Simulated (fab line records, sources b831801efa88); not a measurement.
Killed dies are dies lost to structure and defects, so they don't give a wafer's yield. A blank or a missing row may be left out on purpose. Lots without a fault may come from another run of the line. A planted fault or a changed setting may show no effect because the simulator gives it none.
Which tool did it? | flow gf180mcu | 12 lots, 36 wafers sampled, at 4 steps of a route of 602

WHAT THE GAUGES READ, wafer by wafer
GF_MIM_THK_MEAS_06. Usual: MIM_CVD_05_THK 42.0 nm, standard deviation 0.52.
lot  | measured     | on            | MIM_CVD_05_THK (nm)           | flag
L909 | day 24 13:43 | film_metro-01 | 41.4 41.3 42.5                |
L910 | day 25 03:27 | film_metro-04 | 41.5 42.2 41.7                |
L912 | day 25 13:55 | film_metro-04 | 42.0 42.0 42.1                |
L914 | day 26 10:11 | film_metro-02 | 44.8 43.4 42.4 44.7 43.3 42.4 |
L915 | day 26 16:28 | film_metro-04 | 41.6 44.4 42.2 41.5 44.4 42.2 |
L919 | day 28 03:28 | film_metro-04 | 41.6 42.1 42.5                |
L923 | day 29 06:16 | film_metro-01 | 41.7 41.7 42.7                |
L927 | day 30 07:18 | film_metro-01 | 41.4 42.3 41.8                |
L928 | day 30 11:38 | film_metro-02 | 41.8 42.7 42.6                |
L929 | day 30 17:46 | film_metro-02 | 42.3 42.8 42.7                |
L930 | day 30 22:57 | film_metro-01 | 42.0 42.5 42.0                |
L932 | day 31 09:55 | film_metro-01 | 40.7 41.2 41.5                |

WHICH TOOL RAN EACH LOT (tool, then ch and the chambers of the sampled wafers, then the start)
lot  | GF_M4_SPUTTER_03             | GF_V4_CMP_04                  | GF_MIM_CVD_05
L909 | pvd_sputter-02, day 22 12:35 | cmp-02 ch 1,3, day 23 12:49   | pecvd-03 ch 0,1, day 24 13:41
L910 | pvd_sputter-02, day 23 03:02 | cmp-02 ch 0,1,2, day 24 02:48 | pecvd-02 ch 0,2, day 25 03:24
L912 | pvd_sputter-04, day 23 13:54 | cmp-02 ch 0,1,3, day 24 14:06 | pecvd-03 ch 0,1,2, day 25 13:53
L914 | pvd_sputter-01, day 24 12:04 | cmp-01 ch 0,2,3, day 25 11:07 | pecvd-02 ch 0,1,2, day 26 10:08
L915 | pvd_sputter-01, day 24 18:59 | cmp-02 ch 0,2,3, day 25 17:35 | pecvd-02 ch 0,1,2, day 26 16:26
L919 | pvd_sputter-02, day 26 07:56 | cmp-02 ch 1,2,3, day 27 05:38 | pecvd-01 ch 0,2, day 28 03:25
L923 | pvd_sputter-04, day 27 12:06 | cmp-02 ch 0,2, day 28 08:37   | pecvd-01 ch 0,1, day 29 06:14
L927 | pvd_sputter-01, day 28 14:13 | cmp-02 ch 0,1, day 29 10:31   | pecvd-02 ch 0,2, day 30 07:14
L928 | pvd_sputter-02, day 28 18:25 | cmp-01 ch 0,1,2, day 29 14:47 | pecvd-01 ch 0,2, day 30 11:35
L929 | pvd_sputter-02, day 29 00:47 | cmp-02 ch 1,2, day 29 21:05   | pecvd-02 ch 2, day 30 17:40
L930 | pvd_sputter-04, day 29 06:20 | cmp-01 ch 1,2,3, day 30 02:16 | pecvd-01 ch 0,1,2, day 30 22:53
L932 | pvd_sputter-04, day 29 17:59 | cmp-01 ch 0,1,3, day 30 13:32 | pecvd-03 ch 0,1,2, day 31 09:52
- GF_M4_SPUTTER_03: material Ti, target thk 10 nm, time 6.7 s.
- GF_V4_CMP_04: polishes SiO2.
- GF_MIM_CVD_05: deposits Si3N4, target thk 42 nm, time 29.086 s.

WHAT THE TOOLS THEMSELVES READ (means of the sampled wafers that have a number; where no wafer has one, the mark that the record gives instead)
GF_M4_SPUTTER_03. Usual: throttle_valve_pct 29.4 %, standard deviation 0.87.
lot  | tool           | throttle_valve_pct (%) | flag
L909 | pvd_sputter-02 | 29.2                   |
L910 | pvd_sputter-02 | 29.3                   |
L912 | pvd_sputter-04 | 30.2                   |
L914 | pvd_sputter-01 | 28.2                   |
L915 | pvd_sputter-01 | 28.1                   |
L919 | pvd_sputter-02 | 29.8                   |
L923 | pvd_sputter-04 | 29.6                   |
L927 | pvd_sputter-01 | 28.9                   |
L928 | pvd_sputter-02 | 29.2                   |
L929 | pvd_sputter-02 | 28.7                   |
L930 | pvd_sputter-04 | 29.9                   |
L932 | pvd_sputter-04 | 30.5                   |

GF_V4_CMP_04. Usual: edge_zone_pressure_frac 0.999, standard deviation 0.0051; motor_current_A 11.1 A, standard deviation 0.96; retaining_ring_pressure_frac 0.999, standard deviation 0.0046; slurry_filter_dp_kPa 13.50 kPa, standard deviation 0.13; time_to_endpoint_s 82 s, standard deviation 4.8.
lot  | tool   | edge_zone_pressure_frac | motor_current_A (A) | retaining_ring_pressure_frac | slurry_filter_dp_kPa (kPa) | time_to_endpoint_s (s) | flag
L909 | cmp-02 | 1.001                   | 11.7                | 1.002                        | 13.54                      | 84                     |
L910 | cmp-02 | 0.999                   | 11.9                | 0.995                        | 13.52                      | 84                     |
L912 | cmp-02 | 1.004                   | 12.1                | 0.999                        | 13.47                      | 85                     |
L914 | cmp-01 | 0.996                   | 10.5                | 0.997                        | 13.45                      | 84                     |
L915 | cmp-02 | 0.997                   | 11.3                | 0.999                        | 13.58                      | 81                     |
L919 | cmp-02 | 0.999                   | 11.0                | 1.005                        | 13.57                      | 79                     |
L923 | cmp-02 | 0.998                   | 10.7                | 1.004                        | 13.51                      | 80                     |
L927 | cmp-02 | 1.001                   | 12.6                | 0.999                        | 13.69                      | 86                     |
L928 | cmp-01 | 1.007                   | 10.8                | 0.994                        | 13.51                      | 81                     |
L929 | cmp-02 | 0.996                   | 12.1                | 0.997                        | 13.49                      | 80                     |
L930 | cmp-01 | 1.001                   | 10.4                | 0.997                        | 13.59                      | 85                     |
L932 | cmp-01 | 1.001                   | 10.9                | 1.003                        | 13.49                      | 80                     |

GF_MIM_CVD_05. Usual: heater_power_w 682 W, standard deviation 69; susceptor_temp_C 384.98 C, standard deviation 0.23.
lot  | tool     | heater_power_w (W) | susceptor_temp_C (C) | flag
L909 | pecvd-03 | 635                | 385.11               |
L910 | pecvd-02 | 705                | 384.97               |
L912 | pecvd-03 | 584                | 384.97               |
L914 | pecvd-02 | 724                | 385.08               |
L915 | pecvd-02 | 729                | 385.00               |
L919 | pecvd-01 | 729                | 385.03               |
L923 | pecvd-01 | 662                | 385.01               |
L927 | pecvd-02 | 650                | 385.14               |
L928 | pecvd-01 | 799                | 384.95               |
L929 | pecvd-02 | 676                | 384.55               |
L930 | pecvd-01 | 694                | 384.80               |
L932 | pecvd-03 | 652                | 385.15               |

THE ANSWER, worked out from the rows above alone
Rule: a lot is off if the mean of its wafers that have a number lies more than 3 standard deviations from the usual mean. A lot without any number at a reading at which 4 lots or more have one is off too. The other lots that the step has rows for count as sound. The gauges are gone through in route order, then the tools' own readings, and for those a lot's mean is taken as printed above. The first step at which some lot is off is used, and at that step the reading that is off furthest; a lot without a number counts as furthest.
No lot is off at any reading shown: from this, nothing can be told.

WHAT THE SIMULATOR HAD PUT IN
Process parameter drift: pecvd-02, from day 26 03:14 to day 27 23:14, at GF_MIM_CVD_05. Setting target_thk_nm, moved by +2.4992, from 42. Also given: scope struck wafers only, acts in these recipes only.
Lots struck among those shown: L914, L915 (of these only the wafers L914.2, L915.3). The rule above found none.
